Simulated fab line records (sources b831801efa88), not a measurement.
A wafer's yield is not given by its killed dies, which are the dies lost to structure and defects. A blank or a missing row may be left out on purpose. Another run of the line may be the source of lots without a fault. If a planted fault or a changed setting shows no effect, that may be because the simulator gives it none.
Struck lot and sound lot, side by side | flow sky130 | 15 steps out of a route of 708
Sound: these wafers, L933.1, L933.2, L933.3. Wafers L930.3, L930.4, L930.6 were the ones struck. The cause is given at the end.
At each step with rows: each side's tool, then ch and its chambers, then its first start. Under that, the readings that differ: sound wafers | struck wafers | difference of the means | sigmas: that difference in standard deviations of wafers without a fault.
alike: a reading whose means differ by less than 2 such deviations, as well as words and numbers matching on both sides. not compared: withheld readings; readings where some wafer has no value; bounds like >300 that might hide an equal value; numbers whose values overlap and for which the record gives no deviation.
A row with sigmas, a row that says differs or no value, or rows on one side alone: a step with any of these is where the two part. Non-overlapping numbers with no deviation appear without sigmas and do not part them. Lack of a reading on every wafer of one side parts them only where that side has two or more wafers.

first, 8 steps without rows for these wafers: SKY_LI_CONTACT_DEHYDRATE_04 (time 60 s); SKY_LI_CONTACT_HMDS_05 (prime time 60 s); SKY_LI_CONTACT_COAT_06 (resist thk 60 nm); SKY_LI_CONTACT_COAT_07 (resist thk 450 nm); SKY_LI_CONTACT_SOFTBAKE_08 (time 90 s); SKY_LI_CONTACT_EXPOSE_09 (exposes mask LICM1, target cd 170 nm); SKY_LI_CONTACT_PEB_10; SKY_LI_CONTACT_DEVELOP_11 (develop time 60 s).
SKY_LI_CONTACT_CD_MEAS_12: target cd 170 nm.
  sound on cd-sem-01 at day 36 09:20; struck on cd-sem-02 at day 35 22:38
  alike: cd-nm
SKY_LI_CONTACT_OVL_MEAS_13:
  sound on overlay-02 at day 36 09:28; struck on overlay-02 at day 35 22:43
  alike: LI_CONTACT_OVL
SKY_LI_CONTACT_ETCH_14: etches BARC in N2/H2, stops on SiO2, time 45.9 s, target depth 60 nm.
  sound on rie-diel-01 ch 1,2,3, day 36 09:29; struck on rie-diel-03 ch 0,1, day 35 22:44
  alike: drypump-motor-current-A, oes-product-au, throttle-valve-pct
  not compared: rf-hours-counter-h
SKY_LI_CONTACT_ETCH_15: etches PSG in C4F8/O2/Ar, stops on Si, target depth 600 nm.
  sound on rie-diel-01 ch 1,2,3, day 36 09:32; struck on rie-diel-03 ch 0,1, day 35 22:47
  alike: oes-product-au
SKY_LI_CONTACT_STRIP_16: strips in O2/N2.
  sound on plasma-asher-03 ch 0,1, day 36 09:37; struck on plasma-asher-02 ch 0,1, day 35 22:54
  no value came back on the struck wafers for chamber-pressure-mTorr (mTorr), drypump-motor-current-A (A), oes-product-au (a.u.), strip-time-to-endpoint-s (s); on the sound wafers chamber-pressure-mTorr (mTorr) reads 1500.9 1501.2 1498.3
  reading                                           | sound | struck            | difference | sigmas
  model.KrF-thick_of_LI_CONTACT_COAT_07.thk-nm (nm) | 0 0 0 | 233.9 228.6 232.1 | +231.5     |
  not compared: rf-hours-counter-h
then, 1 step without rows for these wafers: SKY_LI_CONTACT_CLEAN_17 (cleans in NMP, time 600 s).
-- the record jumps here: 15 days lie between the struck wafers' starts before and after (it left off in module LI_CONTACT and takes up again in module PAD_OPEN, whose first step shown is number 708 of the route) --
SKY_PAD_OPEN_PROBE_99:
  the record has rows for the struck wafers here (prober-02, day 50 13:52) and none for the sound ones

## WHERE THEY PART
At SKY_LI_CONTACT_STRIP_16 first; at SKY_PAD_OPEN_PROBE_99 last (within this record only).

WHY: what had been put in by the simulator
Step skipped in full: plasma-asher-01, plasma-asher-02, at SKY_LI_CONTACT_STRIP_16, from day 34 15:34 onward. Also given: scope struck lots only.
